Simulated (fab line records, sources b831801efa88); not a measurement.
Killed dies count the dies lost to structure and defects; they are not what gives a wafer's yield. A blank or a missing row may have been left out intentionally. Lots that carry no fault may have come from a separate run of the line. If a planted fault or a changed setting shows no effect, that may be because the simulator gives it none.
A struck lot beside a sound one -- flow sky130 -- 16 out of 708 route steps
Sound: the wafers L785.1, L785.3, L785.5. Struck: wafer L798.2. (L798.3, L798.4 of the same lot were not struck and are left out.) The cause comes at the end.
Each step with rows lists, per side, the tool, then ch with its chambers, then its first start. Under that, the readings that differ: sound wafers -- struck wafers -- difference of the means -- sigmas: that difference in standard deviations of wafers without a fault.
alike: a reading whose means differ by less than 2 such deviations, as well as words and numbers matching on both sides. not compared: withheld readings; readings where some wafer has no value; bounds like >300 that might hide an equal value; numbers whose values overlap and for which the record gives no deviation.
Wherever a step has rows on one side only, a row that says differs or no value, or a row with sigmas, the two part there. Numbers that have no deviation but don't overlap get no sigmas and don't part them. A reading missing from all wafers of one side parts the sides only when that side holds two or more wafers.

first, 2 steps without rows for these wafers: SKY_METAL4_PEB_11; SKY_METAL4_DEVELOP_12 (develop time 60 s).
SKY_METAL4_CD_MEAS_13 targets a cd of 300 nm.
  struck on cd sem-02, day 46 02:07; sound on cd sem-02, day 42 14:23
reading,sound,struck,difference,sigmas
cd nm (nm),303.3 302.1 302.0,297.4,-5.1,-4
SKY_METAL4_OVL_MEAS_14:
  struck on overlay-01, day 46 02:13; sound on overlay-02, day 42 14:30
  alike: METAL4_OVL
then, 1 step without rows for these wafers: SKY_METAL4_DESCUM_15 (chemistry O2, time 8 s).
SKY_METAL4_ETCH_16: etches BARC in N2/H2, stops on SiO2, time 88.2 s, target depth 60 nm.
  sound on rie metal-04 ch 0,1, day 42 14:34; struck on rie metal-03 ch 1, day 46 02:17
reading,sound,struck,difference,sigmas
h2 flow sccm (sccm),200.5 198.3 200.2,200.9,+1.2,+2
  alike: drypump motor current A, oes product au, throttle valve pct
  not compared: rf hours counter h
SKY_METAL4_ETCH_17: etches SiO2 in C4F8/O2/Ar, stops on TiN, time 3.9 s, target depth 15 nm.
  sound on rie diel-04 ch 2,3, day 42 14:40; struck on rie diel-01 ch 3, day 46 02:23
  alike: oes product au
  not compared: rf hours counter h
SKY_METAL4_METAL_ETCH_18: etches the open film in Cl2/BCl3, stops on SiO2, target depth 845 nm, time 183.1 s.
  sound on rie metal-01 ch 0, day 42 14:41; struck on rie metal-01 ch 1, day 46 02:24
reading,sound,struck,difference,sigmas
drypump motor current A (A),5.3 5.2 5.3,6.4,+1.1,+2
oes product au (a.u.),0.857 0.860 0.857,0.876,+0.018,+3
  alike: throttle valve pct
  not compared: rf hours counter h
SKY_METAL4_STRIP_19: strips in O2/N2.
  sound on plasma asher-01 ch 0,1, day 42 14:52; struck on plasma asher-03 ch 0, day 46 02:34
reading,sound,struck,difference,sigmas
drypump motor current A (A),6.03 6.03 5.60,6.41,+0.52,+2
  alike: o2 flow sccm, oes product au, strip time to endpoint s
  not compared: rf hours counter h
then, 3 steps without rows for these wafers: SKY_METAL4_STRIP_20 (strips in post etch residue remover, time 1200 s); SKY_METAL4_CLEAN_21 (cleans in IPA, time 180 s); SKY_METAL4_CLEAN_22 (cleans in O3/DIW).
SKY_VIA4_HDPCVD_00: deposits SiO2, target thk 1750 nm, time 291.7 s.
  sound on hdpcvd-02 ch 0,1,2, day 42 15:28; struck on hdpcvd-02 ch 2, day 46 03:10
reading,sound,struck,difference,sigmas
model.SiO2_of_VIA4_HDPCVD_00.thk nm (nm),1762 1794 1760,2445,+673,
  alike: sih4 flow sccm
SKY_VIA4_THK_MEAS_01:
  struck on film metro-01, day 46 03:21; sound on film metro-01, day 42 15:38
reading,sound,struck,difference,sigmas
VIA4_HDPCVD_THK (nm),1762 1793 1760,2445,+673,+42
SKY_VIA4_CMP_02: polishes SiO2.
  sound on cmp-01 ch 0,1, day 42 15:42; struck on cmp-01 ch 2, day 46 03:24
  alike: motor current A
-- the record jumps here: 3 days lie between the struck wafers' starts before and after (it left off in module VIA4 and takes up again in module PAD_OPEN, whose first step shown is number 708 of the route) --
SKY_PAD_OPEN_PROBE_99:
  struck on prober-02, day 49 12:22; sound on prober-02, day 46 11:13
  alike: defect limited yield, killed_at_M0_to_M3, killed_at_M4_up, killed at contacts, killed at front end, killed at other, killed dies, killed open, killed short, sort_bin_3_pad_short, sort_bin_5_function, sort_bin_6_memory, sort n pass, sort yield pct

## WHERE THEY PART
First at SKY_METAL4_CD_MEAS_13; last, within this record, at SKY_VIA4_THK_MEAS_01. Later steps at which nothing parts them and some readings are alike: SKY_VIA4_CMP_02, SKY_PAD_OPEN_PROBE_99.

WHY: what the simulator had put in
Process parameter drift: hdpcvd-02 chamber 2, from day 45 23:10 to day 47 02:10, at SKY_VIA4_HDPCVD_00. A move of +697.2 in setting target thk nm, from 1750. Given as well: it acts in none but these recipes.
